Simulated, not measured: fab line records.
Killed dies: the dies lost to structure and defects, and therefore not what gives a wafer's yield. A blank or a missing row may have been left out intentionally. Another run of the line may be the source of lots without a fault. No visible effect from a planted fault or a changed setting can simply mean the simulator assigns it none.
Which tool is to blame? + flow sky130 + 72 wafers from 24 lots sampled at 6 of the route's 708 steps

## WHAT THE GAUGES READ, wafer by wafer
SKY_NWELL_OVL_MEAS_10.
| lot  | measured     | on         | NWELL_00_OVL (nm) |
|------|--------------|------------|-------------------|
| L074 | day 4 10:47  | overlay-01 | 2.1 0.3 2.5       |
| L075 | day 4 18:16  | overlay-01 | 0.6 -0.4 -1.3     |
| L076 | day 5 00:41  | overlay-02 | 0.9 -0.1 -0.3     |
| L077 | day 5 06:58  | overlay-01 | 0.8 -0.8 0.3      |
| L078 | day 5 11:17  | overlay-02 | 2.4 2.5 2.8       |
| L079 | day 5 20:13  | overlay-01 | 2.0 1.0 2.4       |
| L080 | day 6 03:08  | overlay-01 | 3.0 3.1 4.6       |
| L081 | day 6 10:20  | overlay-01 | 1.3 3.5 1.4       |
| L082 | day 6 14:59  | overlay-01 | 1.3 3.0 -0.2      |
| L083 | day 6 17:41  | overlay-02 | -0.7 -1.3 0.2     |
| L084 | day 6 22:46  | overlay-02 | 2.8 2.1 2.0       |
| L085 | day 7 07:17  | overlay-01 | -0.4 -0.7 1.1     |
| L086 | day 7 10:37  | overlay-02 | 1.0 2.2 -0.3      |
| L087 | day 7 18:25  | overlay-01 | 0.4 1.0 0.2       |
| L088 | day 7 20:38  | overlay-02 | -2.2 -2.2 0.3     |
| L089 | day 7 23:32  | overlay-02 | -1.1 -0.5 0.6     |
| L090 | day 8 14:37  | overlay-01 | 2.1 1.8 2.4       |
| L091 | day 8 15:11  | overlay-02 | 0.1 1.4 2.0       |
| L092 | day 8 21:44  | overlay-02 | -1.1 -1.0 -1.5    |
| L093 | day 9 03:20  | overlay-01 | -0.9 -0.7 0.5     |
| L094 | day 9 09:08  | overlay-01 | 1.4 1.6 1.4       |
| L095 | day 9 17:58  | overlay-02 | 0.1 0.1 1.3       |
| L096 | day 10 04:31 | overlay-02 | -0.3 1.4 2.0      |
| L097 | day 10 12:08 | overlay-01 | 2.6 0.2 -0.9      |

SKY_METAL2_RS_MEAS_05: measurement is done with a four-point probe.
| lot  | measured     | on           | METAL2_ALCU_RS (ohm/sq) |
|------|--------------|--------------|-------------------------|
| L074 | day 33 23:46 | filmMetro-01 | 0.1291 0.1271 0.1263    |
| L075 | day 34 13:05 | filmMetro-01 | 0.1306 0.1281 0.1295    |
| L076 | day 34 19:35 | filmMetro-01 | 0.1287 0.1261 0.1279    |
| L077 | day 35 04:29 | filmMetro-02 | 0.1273 0.1274 0.1274    |
| L078 | day 35 12:23 | filmMetro-01 | 0.1277 0.1260 0.1282    |
| L079 | day 35 22:39 | filmMetro-04 | 0.1263 0.1258 0.1259    |
| L080 | day 36 08:22 | filmMetro-02 | 0.1265 0.1288 0.1300    |
| L081 | day 36 14:17 | filmMetro-02 | 0.1244 0.1253 0.1282    |
| L082 | day 36 22:29 | filmMetro-02 | 0.1313 0.1276 0.1302    |
| L083 | day 36 22:50 | filmMetro-02 | 0.1274 0.1237 0.1287    |
| L084 | day 37 13:40 | filmMetro-02 | 0.1218 0.1255 0.1251    |
| L085 | day 37 20:52 | filmMetro-02 | 0.1255 0.1279 0.1236    |
| L086 | day 38 02:11 | filmMetro-02 | 0.1246 0.1250 0.1272    |
| L087 | day 38 06:50 | filmMetro-02 | 0.1249 0.1276 0.1273    |
| L088 | day 38 11:11 | filmMetro-01 | 0.1275 0.1270 0.1254    |
| L089 | day 38 13:41 | filmMetro-01 | 0.1243 0.1224 0.1237    |
| L090 | day 39 07:47 | filmMetro-02 | 0.1258 0.1273 0.1253    |
| L091 | day 39 08:19 | filmMetro-02 | 0.1275 0.1253 0.1238    |
| L092 | day 39 17:43 | filmMetro-02 | 0.1287 0.1287 0.1279    |
| L093 | day 40 00:10 | filmMetro-04 | 0.1252 0.1287 0.1274    |
| L094 | day 40 08:47 | filmMetro-01 | 0.1236 0.1223 0.1228    |
| L095 | day 40 15:33 | filmMetro-02 | 0.1245 0.1278 0.1242    |
| L096 | day 41 04:47 | filmMetro-01 | 0.1298 0.1260 0.1310    |
| L097 | day 41 08:37 | filmMetro-02 | 0.1265 0.1260 0.1262    |

SKY_VIA4_RS_MEAS_19: measurement is done with a four-point probe.
| lot  | measured     | on           | VIA4_W_RS (ohm/sq) |
|------|--------------|--------------|--------------------|
| L074 | day 42 18:29 | filmMetro-03 | 0.227 0.226 0.227  |
| L075 | day 43 06:26 | filmMetro-03 | 0.225 0.226 0.228  |
| L076 | day 43 13:52 | filmMetro-02 | 0.225 0.221 0.224  |
| L077 | day 43 18:41 | filmMetro-01 | 0.226 0.229 0.224  |
| L078 | day 44 04:28 | filmMetro-02 | 0.226 0.226 0.223  |
| L079 | day 44 12:23 | filmMetro-02 | 0.229 0.217 0.217  |
| L080 | day 44 19:41 | filmMetro-02 | 0.224 0.225 0.223  |
| L081 | day 45 02:04 | filmMetro-02 | 0.229 0.218 0.231  |
| L082 | day 45 06:23 | filmMetro-02 | 0.219 0.232 0.219  |
| L083 | day 45 09:08 | filmMetro-02 | 0.226 0.225 0.215  |
| L084 | day 45 19:57 | filmMetro-02 | 0.228 0.221 0.230  |
| L085 | day 46 03:20 | filmMetro-02 | 0.222 0.228 0.227  |
| L086 | day 46 05:55 | filmMetro-02 | 0.218 0.229 0.221  |
| L087 | day 46 09:58 | filmMetro-01 | 0.216 0.217 0.226  |
| L088 | day 46 14:31 | filmMetro-02 | 0.229 0.223 0.230  |
| L089 | day 46 16:34 | filmMetro-02 | 0.231 0.232 0.227  |
| L090 | day 47 07:01 | filmMetro-03 | 0.227 0.215 0.226  |
| L091 | day 47 07:38 | filmMetro-02 | 0.231 0.227 0.230  |
| L092 | day 47 14:42 | filmMetro-02 | 0.226 0.230 0.227  |
| L093 | day 47 20:31 | filmMetro-03 | 0.227 0.227 0.227  |
| L094 | day 48 03:11 | filmMetro-02 | 0.216 0.213 0.225  |
| L095 | day 48 09:28 | filmMetro-01 | 0.216 0.227 0.228  |
| L096 | day 48 20:06 | filmMetro-01 | 0.216 0.217 0.228  |
| L097 | day 48 21:49 | filmMetro-01 | 0.213 0.215 0.217  |

SKY_PASSIVATION_THK_MEAS_03.
| lot  | measured     | on           | PASSIVATION_CVD_02_THK (nm) |
|------|--------------|--------------|-----------------------------|
| L074 | day 43 19:34 | filmMetro-03 | 542 536 547                 |
| L075 | day 44 06:47 | filmMetro-01 | 548 528 557                 |
| L076 | day 44 15:01 | filmMetro-04 | 544 547 536                 |
| L077 | day 44 19:42 | filmMetro-04 | 540 550 550                 |
| L078 | day 45 03:44 | filmMetro-01 | 544 551 550                 |
| L079 | day 45 11:28 | filmMetro-01 | 533 545 553                 |
| L080 | day 45 18:58 | filmMetro-01 | 541 542 551                 |
| L081 | day 46 00:20 | filmMetro-01 | 542 548 546                 |
| L082 | day 46 04:56 | filmMetro-03 | 541 534 547                 |
| L083 | day 46 07:55 | filmMetro-04 | 538 546 544                 |
| L084 | day 46 18:35 | filmMetro-04 | 535 539 552                 |
| L085 | day 47 01:10 | filmMetro-03 | 538 538 543                 |
| L086 | day 47 04:17 | filmMetro-03 | 534 542 555                 |
| L087 | day 47 07:52 | filmMetro-04 | 529 545 535                 |
| L088 | day 47 13:04 | filmMetro-03 | 549 554 548                 |
| L089 | day 47 14:40 | filmMetro-01 | 541 551 559                 |
| L090 | day 48 04:35 | filmMetro-01 | 536 550 554                 |
| L091 | day 48 05:07 | filmMetro-01 | 539 550 547                 |
| L092 | day 48 12:19 | filmMetro-03 | 550 553 556                 |
| L093 | day 48 16:46 | filmMetro-03 | 528 533 535                 |
| L094 | day 48 23:42 | filmMetro-01 | 547 561 557                 |
| L095 | day 49 05:53 | filmMetro-04 | 531 546 550                 |
| L096 | day 49 15:25 | filmMetro-01 | 541 546 546                 |
| L097 | day 49 17:27 | filmMetro-01 | 533 533 543                 |

## EACH LOT AND THE TOOL THAT RAN IT (in order: tool; ch and the chambers of the sampled wafers; start)
| lot  | SKY_LI_CONTACT_ETCH_15            | SKY_METAL2_SPUTTER_03       |
|------|-----------------------------------|-----------------------------|
| L074 | rieDiel-01 ch 1,3, day 29 00:38   | pvdSputter-03, day 33 23:42 |
| L075 | rieDiel-02 ch 1,2,3, day 29 13:37 | pvdSputter-04, day 34 11:24 |
| L076 | rieDiel-01 ch 1,2,3, day 29 23:10 | pvdSputter-03, day 34 19:28 |
| L077 | rieDiel-03 ch 0,1, day 30 09:40   | pvdSputter-04, day 35 04:22 |
| L078 | rieDiel-02 ch 0,2,3, day 30 17:28 | pvdSputter-03, day 35 12:17 |
| L079 | rieDiel-02 ch 1,2, day 31 04:46   | pvdSputter-01, day 35 22:35 |
| L080 | rieDiel-01 ch 1,3, day 31 15:34   | pvdSputter-01, day 36 08:19 |
| L081 | rieDiel-01 ch 1,2,3, day 31 21:47 | pvdSputter-03, day 36 14:13 |
| L082 | rieDiel-02 ch 0,1,3, day 32 03:22 | pvdSputter-03, day 36 22:25 |
| L083 | rieDiel-01 ch 0,3, day 32 05:20   | pvdSputter-03, day 36 22:46 |
| L084 | rieDiel-02 ch 0,1,3, day 32 21:10 | pvdSputter-03, day 37 13:37 |
| L085 | rieDiel-01 ch 2,3, day 33 04:35   | pvdSputter-03, day 37 20:47 |
| L086 | rieDiel-03 ch 1,2, day 33 09:58   | pvdSputter-03, day 38 02:04 |
| L087 | rieDiel-03 ch 1,2,3, day 33 15:10 | pvdSputter-03, day 38 06:46 |
| L088 | rieDiel-03 ch 1,2, day 33 20:10   | pvdSputter-03, day 38 11:04 |
| L089 | rieDiel-01 ch 2,3, day 33 23:29   | pvdSputter-03, day 38 13:36 |
| L090 | rieDiel-03 ch 0,1, day 34 17:04   | pvdSputter-03, day 39 07:43 |
| L091 | rieDiel-02 ch 0,2, day 34 17:58   | pvdSputter-03, day 39 08:15 |
| L092 | rieDiel-02 ch 0,3, day 35 05:28   | pvdSputter-04, day 39 17:40 |
| L093 | rieDiel-03 ch 1,2,3, day 35 09:52 | pvdSputter-03, day 40 00:04 |
| L094 | rieDiel-03 ch 0,1,2, day 35 19:28 | pvdSputter-03, day 40 08:40 |
| L095 | rieDiel-02 ch 1,2,3, day 36 04:10 | pvdSputter-03, day 40 15:29 |
| L096 | rieDiel-03 ch 0,2,3, day 36 15:34 | pvdSputter-01, day 41 04:43 |
| L097 | rieDiel-03 ch 0,2, day 36 22:10   | pvdSputter-03, day 41 08:32 |
- SKY_LI_CONTACT_ETCH_15: etches PSG in C4F8/O2/Ar, stops on Si, target depth 600 nm.
- SKY_METAL2_SPUTTER_03: material Ti, target thk 5 nm, time 3.3 s.

## AS READ BY THE TOOLS THEMSELVES (means over the sampled wafers that have a number; for cases with no such wafer, the mark the record gives instead)
SKY_LI_CONTACT_ETCH_15.
| lot  | tool       | biasW (W) | oesProductAu (a.u.) |
|------|------------|-----------|---------------------|
| L074 | rieDiel-01 | 1200      | 0.838               |
| L075 | rieDiel-02 | 1198      | 0.836               |
| L076 | rieDiel-01 | 1202      | 0.835               |
| L077 | rieDiel-03 | 1201      | 0.841               |
| L078 | rieDiel-02 | 1201      | 0.835               |
| L079 | rieDiel-02 | 1202      | 0.838               |
| L080 | rieDiel-01 | 1203      | 0.837               |
| L081 | rieDiel-01 | 1200      | 0.840               |
| L082 | rieDiel-02 | 1200      | 0.833               |
| L083 | rieDiel-01 | 1201      | 0.838               |
| L084 | rieDiel-02 | 1198      | 0.838               |
| L085 | rieDiel-01 | 1199      | 0.836               |
| L086 | rieDiel-03 | 1201      | 0.842               |
| L087 | rieDiel-03 | 1202      | 0.834               |
| L088 | rieDiel-03 | 1196      | 0.838               |
| L089 | rieDiel-01 | 1202      | 0.833               |
| L090 | rieDiel-03 | 1199      | 0.838               |
| L091 | rieDiel-02 | 1199      | 0.839               |
| L092 | rieDiel-02 | 1198      | 0.838               |
| L093 | rieDiel-03 | 1199      | 0.843               |
| L094 | rieDiel-03 | 1198      | 0.833               |
| L095 | rieDiel-02 | 1201      | 0.837               |
| L096 | rieDiel-03 | 1198      | 0.835               |
| L097 | rieDiel-03 | 1200      | 0.838               |

SKY_METAL2_SPUTTER_03.
| lot  | tool          | throttleValvePct (%) |
|------|---------------|----------------------|
| L074 | pvdSputter-03 | 31.4                 |
| L075 | pvdSputter-04 | 28.5                 |
| L076 | pvdSputter-03 | 30.0                 |
| L077 | pvdSputter-04 | 28.5                 |
| L078 | pvdSputter-03 | 29.6                 |
| L079 | pvdSputter-01 | 29.0                 |
| L080 | pvdSputter-01 | 29.2                 |
| L081 | pvdSputter-03 | 31.2                 |
| L082 | pvdSputter-03 | 30.5                 |
| L083 | pvdSputter-03 | 30.2                 |
| L084 | pvdSputter-03 | 31.1                 |
| L085 | pvdSputter-03 | 31.1                 |
| L086 | pvdSputter-03 | 30.4                 |
| L087 | pvdSputter-03 | 29.7                 |
| L088 | pvdSputter-03 | 30.3                 |
| L089 | pvdSputter-03 | 30.2                 |
| L090 | pvdSputter-03 | 31.5                 |
| L091 | pvdSputter-03 | 30.6                 |
| L092 | pvdSputter-04 | 29.6                 |
| L093 | pvdSputter-03 | 30.6                 |
| L094 | pvdSputter-03 | 30.8                 |
| L095 | pvdSputter-03 | 30.7                 |
| L096 | pvdSputter-01 | 29.3                 |
| L097 | pvdSputter-03 | 32.0                 |

## THE ANSWER, worked out from the rows above alone
Rule: usual is defined by the lots themselves. The widest of any qualifying gaps counts: lots, ordered by their means at a reading, are off when they make up no more than a third of the lots, leave a main group of 4 or more, and stand apart from it by 3 or more times the standard deviation of that group's means. Not used: any main group whose means are identical at the precision the tables above print for the reading. Also off: a lot with no number at a reading for which 4 or more lots have one. Where the step has rows for the other lots, those lots are counted as sound. The gauges are gone through in route order, then the tools' own readings, and for those a lot's mean is taken as printed above. At the first step where some lot is off, the reading lying furthest off is the one used; lots without a number count as furthest.
None of the lots is off at any reading shown; this tells nothing.

## WHAT THE SIMULATOR HAD INSERTED
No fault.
